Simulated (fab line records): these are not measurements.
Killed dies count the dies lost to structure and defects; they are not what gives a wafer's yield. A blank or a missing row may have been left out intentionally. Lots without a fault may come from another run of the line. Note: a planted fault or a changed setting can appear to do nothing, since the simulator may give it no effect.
The tool behind it: which one? | flow gf180mcu | Sampling: 24 lots, 72 wafers, 2 of 602 route steps

== WHAT THE GAUGES SHOWED, per wafer ==
GF_V1_THK_MEAS_01.
lot  | measured     | on            | V1_CVD_00_THK (nm)
L074 | day 17 05:11 | film metro-04 | 615 617 616
L075 | day 17 06:52 | film metro-02 | 619 610 619
L076 | day 17 21:49 | film metro-04 | 604 622 609
L077 | day 18 15:37 | film metro-02 | 610 616 609
L078 | day 18 22:24 | film metro-02 | 603 610 615
L079 | day 19 06:26 | film metro-04 | 609 612 622
L080 | day 19 13:17 | film metro-01 | 615 602 610
L081 | day 19 22:08 | film metro-04 | 610 624 616
L082 | day 20 05:26 | film metro-02 | 620 621 620
L083 | day 20 11:20 | film metro-04 | 607 611 611
L084 | day 20 22:19 | film metro-01 | 609 622 620
L085 | day 21 15:30 | film metro-01 | 624 623 615
L086 | day 21 19:10 | film metro-02 | 606 612 618
L087 | day 22 01:43 | film metro-02 | 616 612 612
L088 | day 22 06:23 | film metro-04 | 611 626 614
L089 | day 22 18:26 | film metro-02 | 616 610 608
L090 | day 22 23:41 | film metro-02 | 613 630 626
L091 | day 23 08:02 | film metro-02 | 617 613 625
L092 | day 23 20:11 | film metro-01 | 620 615 628
L093 | day 23 22:06 | film metro-04 | 617 618 629
L094 | day 24 04:58 | film metro-01 | 630 631 624
L095 | day 24 17:50 | film metro-01 | 612 621 615
L096 | day 24 18:41 | film metro-04 | 625 625 610
L097 | day 25 02:23 | film metro-02 | 611 600 621

== WHICH TOOL RAN EACH LOT (tool, then ch and the chambers of the sampled wafers, then the start) ==
lot  | GF_STI_ETCH_13
L074 | rie diel-02 ch 1,2,3, day 2 01:23
L075 | rie diel-03 ch 0,1,3, day 2 05:56
L076 | rie diel-04 ch 1,3, day 2 11:05
L077 | rie diel-02 ch 1,2,3, day 2 16:29
L078 | rie diel-03 ch 0,2,3, day 2 23:20
L079 | rie diel-02 ch 1,3, day 3 03:56
L080 | rie diel-04 ch 2,3, day 3 09:43
L081 | rie diel-03 ch 2,3, day 3 16:26
L082 | rie diel-04 ch 0,1,2, day 3 19:37
L083 | rie diel-03 ch 0,1,3, day 3 23:56
L084 | rie diel-04 ch 0,1,3, day 4 05:11
L085 | rie diel-04 ch 0,3, day 4 11:26
L086 | rie diel-02 ch 0,1,2, day 4 14:23
L087 | rie diel-02 ch 1,2, day 4 20:29
L088 | rie diel-04 ch 1,2, day 5 03:07
L089 | rie diel-02 ch 0,2,3, day 5 06:50
L090 | rie diel-03 ch 0,1, day 5 12:29
L091 | rie diel-04 ch 0,2, day 5 18:37
L092 | rie diel-03 ch 0,1,3, day 5 23:19
L093 | rie diel-03 ch 0,1,3, day 6 03:01
L094 | rie diel-03 ch 1,3, day 6 08:02
L095 | rie diel-04 ch 0,1,2, day 6 14:05
L096 | rie diel-02 ch 1,2, day 6 19:08
L097 | rie diel-03 ch 0,1,2, day 6 23:44
- GF_STI_ETCH_13: etches the open film in CHF3/O2, stops on Si, target depth 282.31 nm, time 112.9 s.

== AS READ BY THE TOOLS THEMSELVES (means over the sampled wafers that have a number; for cases with no such wafer, the mark the record gives instead) ==
GF_STI_ETCH_13.
lot  | tool        | drypump motor current A (A) | oes product au (a.u.) | throttle valve pct (%)
L074 | rie diel-02 | 5.8                         | 0.844                 | 8.807
L075 | rie diel-03 | 5.5                         | 0.844                 | 8.810
L076 | rie diel-04 | 6.1                         | 0.847                 | 8.809
L077 | rie diel-02 | 5.8                         | 0.846                 | 8.811
L078 | rie diel-03 | 5.4                         | 0.844                 | 8.836
L079 | rie diel-02 | 6.0                         | 0.836                 | 8.807
L080 | rie diel-04 | 5.8                         | 0.851                 | 8.814
L081 | rie diel-03 | 5.2                         | 0.848                 | 8.827
L082 | rie diel-04 | 6.0                         | 0.848                 | 8.807
L083 | rie diel-03 | 5.5                         | 0.841                 | 8.822
L084 | rie diel-04 | 6.2                         | 0.842                 | 8.817
L085 | rie diel-04 | 6.0                         | 0.848                 | 8.823
L086 | rie diel-02 | 5.9                         | 0.845                 | 8.811
L087 | rie diel-02 | 5.8                         | 0.846                 | 8.818
L088 | rie diel-04 | 6.1                         | 0.836                 | 8.810
L089 | rie diel-02 | 6.0                         | 0.847                 | 8.820
L090 | rie diel-03 | 5.5                         | 0.841                 | 8.816
L091 | rie diel-04 | 5.7                         | 0.846                 | 8.807
L092 | rie diel-03 | 5.5                         | 0.839                 | 8.808
L093 | rie diel-03 | 5.5                         | 0.846                 | 8.812
L094 | rie diel-03 | 5.4                         | 0.840                 | 8.805
L095 | rie diel-04 | 6.0                         | 0.831                 | 8.808
L096 | rie diel-02 | 5.7                         | 0.830                 | 8.816
L097 | rie diel-03 | 5.3                         | 0.843                 | 8.813

== THE ANSWER, worked out from the rows above alone ==
Rule: usual is defined by the lots themselves. The widest of any qualifying gaps counts: lots, ordered by their means at a reading, are off when they make up no more than a third of the lots, leave a main group of 4 or more, and stand apart from it by 3 or more times the standard deviation of that group's means. A main group whose means are all the same, to the digits that the tables above print for the reading, isn't used. A lot without any number at a reading at which 4 lots or more have one is off too. Where the step has rows for the other lots, those lots are counted as sound. The gauges are gone through in route order, then the tools' own readings, and for those a lot's mean is taken as printed above. At the first step where some lot is off, the reading lying furthest off is the one used; lots without a number count as furthest.
Nothing can be told from this: no lot is off at any reading shown.

== WHAT THE SIMULATOR HAD INSERTED ==
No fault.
